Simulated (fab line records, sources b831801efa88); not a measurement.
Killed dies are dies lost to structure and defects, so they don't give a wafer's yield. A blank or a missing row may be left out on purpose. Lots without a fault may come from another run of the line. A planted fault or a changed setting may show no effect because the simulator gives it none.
fab line records | flow gf180mcu
record lots=14 wafers=42 last_day=34
route steps=602 shown NSD@239 M1@331 V1@349
lots that met no fault: from a run of the same line without faults
start_h: hours from the record's first day to the start of the lot's first wafer shown | wait_h: hours since the lot's step before | " the same as in the row above | L1.1+2: a row that stands for several wafers | - no value, or no start given | * or withheld: withheld | < > ~ a bound
route shown NAME@n: a module of which the file shows steps, and the number in the route of the first | usual: mean/standard deviation of fault-free wafers | same: alike in all rows | chamber/n: place in a boat | sites: the reading at each site | _std_site: their standard deviation | _edge_site: outer sites' mean less inner sites' | radius_mm: how far each site lies from the wafer's centre | mask NAME#n: copy n | behind: the tool/chamber that last shaped the wafer | hold: why the lot was held/for how many hours/how that ended | device: the transistor (n, p or np) that didn't switch | end of line: the same wafers' tests at the end of the route | a step without rows: its recipe alone | killed: dies lost to structure and defects at the first sort, not the wafer's yield | map: a wafer's dies, x killed, . not, _ none there
set.NAME: the setting as run; set.NAME@STEP: as run at that earlier step | model.NAME: the simulator's own value behind a step, which no gauge read
steps of the route over a sample of lots; a table a step, a row a wafer
services: from which hour (start_h, from the record's first day; less than 0 if before it) a tool's chamber was out of use, for how many hours, and why
## steps
# step GF_NSD_EXPOSE_04
# recipe mask_id=Nplus target_cd_nm=400 na=0.6 source_shape=conventional sigma_outer=0.6 dose_mj=140
# usual exposure_dose_mJ_cm2=139.93/0.12 focus_offset_nm=-0.1/0.54 sigma_outer=0.6/0
# columns lot.wafer tool chamber start_h wait_h mask exposure_dose_mJ_cm2 focus_offset_nm sigma_outer
L702.1 iline_stepper-01 0 293.49 - Nplus#0 139.84 -0.3 0.6
L702.5 " 0 " " Nplus#0 140.18 0.3 0.6
L702.6 " 0 " " Nplus#0 140.03 0.2 0.6
L705.3 iline_stepper-01 0 319.19 - Nplus#0 139.96 0.2 0.6
L705.5 " 0 " " Nplus#0 140.13 0.4 0.6
L705.6 " 0 " " Nplus#0 139.94 0.0 0.6
L706.2 iline_stepper-02 0 330.98 - Nplus#0 139.87 -1.5 0.6
L706.3 " 0 " " Nplus#0 140.18 0.0 0.6
L706.4 " 0 " " Nplus#0 139.88 -0.7 0.6
L708.2 iline_stepper-01 0 350.97 - Nplus#0 139.97 0.3 0.6
L708.4 " 0 " " Nplus#0 139.84 -1.0 0.6
L708.6 " 0 " " Nplus#0 139.79 0.6 0.6
L709.1 iline_stepper-01 0 357.30 - Nplus#0 139.97 -0.6 0.6
L709.5 " 0 " " Nplus#0 139.87 -1.2 0.6
L709.6 " 0 " " Nplus#0 139.92 -1.2 0.6
L710.1 iline_stepper-01 0 362.14 - Nplus#0 140.01 0.5 0.6
L710.3 " 0 " " Nplus#0 139.95 0.0 0.6
L710.5 " 0 " " Nplus#0 139.93 0.5 0.6
L711.1 iline_stepper-01 0 373.40 - Nplus#0 140.04 0.3 0.6
L711.3 " 0 " " Nplus#0 140.00 0.5 0.6
L711.6 " 0 " " Nplus#0 139.90 0.3 0.6
L713.2 iline_stepper-02 0 386.56 - Nplus#0 139.77 -0.3 0.6
L713.3 " 0 " " Nplus#0 139.94 0.6 0.6
L713.5 " 0 " " Nplus#0 140.05 -0.8 0.6
L718.2 iline_stepper-02 - 427.06 - Nplus#0 - - -
L718.4 " - " " Nplus#0 - - -
L718.5 " - " " Nplus#0 - - -
L719.2 iline_stepper-02 - 434.46 - Nplus#0 - - -
L719.3 " - " " Nplus#0 - - -
L719.5 " - " " Nplus#0 - - -
L721.2 iline_stepper-02 0 452.15 - Nplus#0 139.97 -0.4 0.6
L721.3 " 0 " " Nplus#0 139.97 -0.5 0.6
L721.4 " 0 " " Nplus#0 140.03 -0.5 0.6
L722.2 iline_stepper-02 0 458.98 - Nplus#0 139.83 0.6 0.6
L722.4 " 0 " " Nplus#0 139.72 0.2 0.6
L722.6 " 0 " " Nplus#0 139.90 -0.1 0.6
L723.2 iline_stepper-02 0 468.96 - Nplus#0 139.92 0.0 0.6
L723.3 " 0 " " Nplus#0 139.84 0.1 0.6
L723.5 " 0 " " Nplus#0 139.92 0.5 0.6
L724.1 iline_stepper-02 0 473.20 - Nplus#0 139.87 -0.8 0.6
L724.3 " 0 " " Nplus#0 139.95 -0.9 0.6
L724.6 " 0 " " Nplus#0 139.72 -0.4 0.6
# step GF_M1_METAL_ETCH_16
# recipe chemistry=Cl2/BCl3 mask_material=KrF target_depth_nm=750.8 stop_on=SiO2 pressure_mtorr=8 icp_w=800 bias_w=140 Cl2_flow_sccm=80 bcl3_flow_sccm=40 time_s=125.1
# usual drypump_motor_current_A=5.7/0.46 oes_product_au=0.992/0.0055 throttle_valve_pct=28.228/0.0097
# columns lot.wafer tool chamber start_h wait_h drypump_motor_current_A oes_product_au rf_hours_counter_h throttle_valve_pct
L702.1 rie_metal-04 1 393.34 0.0 5.0 0.992 2 28.230
L702.5 " 0 " " 5.7 0.992 - 28.230
L702.6 " 1 " " 5.0 0.992 - 28.225
L705.3 rie_metal-02 1 424.04 0.1 6.1 0.989 - 28.247
L705.5 " 1 " " 6.1 0.986 - 28.204
L705.6 " 0 " " 6.5 0.985 - 28.225
L706.2 rie_metal-04 1 436.56 0.0 5.0 0.987 3 28.235
L706.3 " 1 " " 5.0 0.988 - 28.223
L706.4 " 0 " " 5.7 0.989 - 28.232
L708.2 rie_metal-04 1 461.72 0.0 5.0 0.993 3 28.239
L708.4 " 0 " " 5.7 0.986 - 28.230
L708.6 " 1 " " 5.0 0.991 - 28.232
L709.1 rie_metal-02 0 466.11 0.0 6.5 0.986 8 28.215
L709.5 " 0 " " 6.5 0.982 - 28.231
L709.6 " 0 " " 6.5 0.981 - 28.242
L710.1 rie_metal-04 1 472.34 0.0 5.0 0.991 4 28.221
L710.3 " 1 " " 5.0 0.986 - 28.223
L710.5 " 1 " " 5.0 0.998 - 28.219
L711.1 rie_metal-03 0 485.27 0.0 6.1 0.986 12 28.233
L711.3 " 1 " " 5.4 0.998 - 28.219
L711.6 " 0 " " 6.0 0.995 - 28.214
L713.2 rie_metal-03 1 499.16 0.0 5.5 0.994 9 28.228
L713.3 " 0 " " 6.0 1.001 - 28.217
L713.5 " 1 " " 5.5 0.991 - 28.232
L718.2 rie_metal-04 0 538.96 0.0 5.7 0.981 1 28.247
L718.4 " 0 " " 5.7 0.979 - 28.241
L718.5 " 1 " " 5.0 0.979 - 28.228
L719.2 rie_metal-02 0 545.96 0.0 6.5 0.992 11 28.228
L719.3 " 1 " " 6.1 0.988 - 28.222
L719.5 " 0 " " 6.5 0.993 - 28.239
L721.2 rie_metal-03 1 561.91 0.0 5.5 0.989 12 28.217
L721.3 " 1 " " 5.5 0.998 - 28.215
L721.4 " 0 " " 6.0 0.998 - 28.222
L722.2 rie_metal-03 1 568.46 0.0 5.5 0.995 12 28.219
L722.4 " 0 " " 6.0 0.982 - 28.235
L722.6 " 0 " " 6.0 1.006 - 28.228
L723.2 rie_metal-02 0 575.96 0.0 6.5 0.995 12 28.246
L723.3 " 1 " " 6.1 0.990 - 28.232
L723.5 " 1 " " 6.1 0.989 - 28.224
L724.1 rie_metal-03 0 582.21 0.0 6.0 0.996 1 28.227
L724.3 " 0 " " 6.0 0.999 - 28.220
L724.6 " 1 " " 5.5 1.000 - 28.228
# step GF_V1_CD_MEAS_14
# recipe target_cd_nm=260
# usual cd_nm=260.0/1.3
# columns lot.wafer tool chamber start_h wait_h cd_nm
L702.1 cd_sem-01 - 418.19 0.1 258.1
L702.5 " - " " 260.1
L702.6 " - " " 258.9
L705.3 cd_sem-02 - 449.43 0.1 259.3
L705.5 " - " " 259.2
L705.6 " - " " 259.2
L706.2 cd_sem-01 - 461.76 0.1 260.4
L706.3 " - " " 260.8
L706.4 " - " " 259.9
L708.2 cd_sem-01 - 486.96 0.1 260.3
L708.4 " - " " 258.4
L708.6 " - " " 258.9
L709.1 cd_sem-01 - 491.29 0.1 259.1
L709.5 " - " " 260.1
L709.6 " - " " 260.0
L710.1 cd_sem-02 - 497.96 0.1 260.9
L710.3 " - " " 260.6
L710.5 " - " " 260.2
L711.1 cd_sem-02 - 511.19 0.1 256.9
L711.3 " - " " 259.2
L711.6 " - " " 258.8
L713.2 cd_sem-01 - 523.61 0.1 262.7
L713.3 " - " " 262.1
L713.5 " - " " 262.4
L718.2 cd_sem-01 - 562.80 0.1 260.4
L718.4 " - " " 260.8
L718.5 " - " " 258.2
L719.2 cd_sem-01 - 569.86 0.1 260.5
L719.3 " - " " 261.0
L719.5 " - " " 260.3
L721.2 cd_sem-02 - 585.31 0.1 258.4
L721.3 " - " " 258.8
L721.4 " - " " 259.4
L722.2 cd_sem-02 - 591.53 0.1 257.9
L722.4 " - " " 257.9
L722.6 " - " " 257.7
L723.2 cd_sem-02 - 599.48 0.1 260.5
L723.3 " - " " 260.2
L723.5 " - " " 261.5
L724.1 cd_sem-02 - 604.74 0.1 261.9
L724.3 " - " " 261.0
L724.6 " - " " 261.4
# step GF_V1_ETCH_16
# recipe chemistry=N2/H2 target_depth_a=withheld overetch_a=withheld time_s=withheld target=BARC ion_energy_ev=200 source_w=500 bias_w=100 pressure_mtorr=30 n2_flow_sccm=100 h2_flow_sccm=200
# usual drypump_motor_current_A=5.9/0.43 oes_product_au=0.856/0.0043 throttle_valve_pct=13.225/0.0095
# columns lot.wafer tool chamber start_h wait_h drypump_motor_current_A oes_product_au throttle_valve_pct
L702.1 rie_diel-02 1 418.35 0.0 6.3 0.862 13.226
L702.5 " 3 " " 5.9 0.859 13.232
L702.6 " 2 " " 6.3 0.848 13.226
L705.3 rie_diel-03 0 449.54 0.0 6.0 0.855 13.230
L705.5 " 2 " " 5.1 0.860 13.231
L705.6 " 3 " " 5.3 0.855 13.211
L706.2 rie_diel-03 3 461.89 0.0 5.3 0.848 13.214
L706.3 " 0 " " 6.0 0.864 13.229
L706.4 " 2 " " 5.1 0.861 13.208
L708.2 rie_diel-03 0 487.10 0.0 6.0 0.851 13.214
L708.4 " 1 " " 5.8 0.856 13.224
L708.6 " 2 " " 5.1 0.846 13.220
L709.1 rie_diel-04 1 491.45 0.0 6.0 0.857 13.226
L709.5 " 0 " " 5.4 0.857 13.222
L709.6 " 1 " " 6.0 0.852 13.196
L710.1 rie_diel-02 0 498.12 0.0 6.4 0.858 13.247
L710.3 " 1 " " 6.3 0.858 13.229
L710.5 " 1 " " 6.3 0.857 13.214
L711.1 rie_diel-02 2 511.35 0.0 6.3 0.856 13.220
L711.3 " 0 " " 6.4 0.853 13.242
L711.6 " 1 " " 6.3 0.857 13.222
L713.2 rie_diel-02 2 523.75 0.0 6.3 0.851 13.232
L713.3 " 1 " " 6.3 0.860 13.230
L713.5 " 1 " " 6.3 0.857 13.229
L718.2 rie_diel-03 3 562.94 0.0 5.3 0.866 13.241
L718.4 " 1 " " 5.8 0.855 13.214
L718.5 " 0 " " 6.1 0.851 13.239
L719.2 rie_diel-02 1 570.00 0.0 6.3 0.857 13.230
L719.3 " 0 " " 6.4 0.856 13.245
L719.5 " 1 " " 6.3 0.857 13.234
L721.2 rie_diel-03 1 585.45 0.0 5.8 0.853 13.238
L721.3 " 2 " " 5.1 0.855 13.204
L721.4 " 3 " " 5.3 0.852 13.217
L722.2 rie_diel-02 2 591.67 0.0 6.4 0.853 13.225
L722.4 " 3 " " 5.9 0.857 13.231
L722.6 " 3 " " 5.9 0.855 13.211
L723.2 rie_diel-02 1 599.62 0.0 6.3 0.855 13.223
L723.3 " 0 " " 6.4 0.857 13.220
L723.5 " 3 " " 5.9 0.854 13.224
L724.1 rie_diel-03 3 604.90 0.0 5.3 0.851 13.229
L724.3 " 0 " " 6.1 0.856 13.220
L724.6 " 2 " " 5.1 0.854 13.228
## services
# columns tool chamber start_h hours kind
iline_stepper-01 - 270.25 1.1 repair
iline_stepper-02 - 276.46 1.7 pm
rie_diel-03 - 291.91 6.7 repair
rie_diel-02 - 302.10 1.8 repair
iline_stepper-01 - 326.08 5.8 repair
iline_stepper-01 - 331.83 1.7 pm
rie_diel-03 1 337.21 4.9 repair
rie_metal-04 1 339.85 2.9 repair
rie_metal-03 - 368.94 14.6 pm
rie_metal-04 0 398.87 5.7 repair
rie_metal-02 0 399.99 1.3 repair
rie_diel-02 2 408.71 4.9 repair
iline_stepper-02 - 494.54 1.7 pm
rie_diel-03 0 506.62 10.3 repair
rie_metal-02 1 532.72 9.9 repair
rie_diel-02 1 536.53 9.8 repair
rie_metal-03 - 536.55 0.3 repair
rie_diel-03 - 544.01 0.3 repair
iline_stepper-01 - 545.33 1.7 pm
rie_diel-03 3 552.95 6.4 repair
iline_stepper-01 - 558.93 8.3 repair
rie_metal-04 0 559.71 14.1 repair
rie_diel-03 2 562.14 2.9 repair
rie_metal-02 0 598.43 8.7 repair
## key
first_sign step=GF_NSD_EXPOSE_04 reading=tool_record direction=missing
effect none on later readings
met_at GF_NSD_EXPOSE_04
struck_lots L718,L719
sort_left_out L718.2,L718.4,L718.5,L719.2,L719.3,L719.5
tester_left_out L718,L719
not_acting_at GF_M1_METAL_ETCH_16,GF_V1_CD_MEAS_14,GF_V1_ETCH_16
onset_between 386.56 427.06
fault kind=skipped_step_whole tool=iline_stepper-02 chamber=- onset_h=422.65 steps=GF_NSD_EXPOSE_04 scope=struck_lots_only
# tester_left_out: of these lots the tester's yield and bins aren't shown, on N5 and GAA mostly nor the transistor test; their killed dies are dies lost to structure and defects alone, not to doping, threshold or leakage, so they don't give the yield
# sort_left_out: the simulated sort isn't trusted on such a fault, so these wafers' sort isn't shown, and their yield isn't known
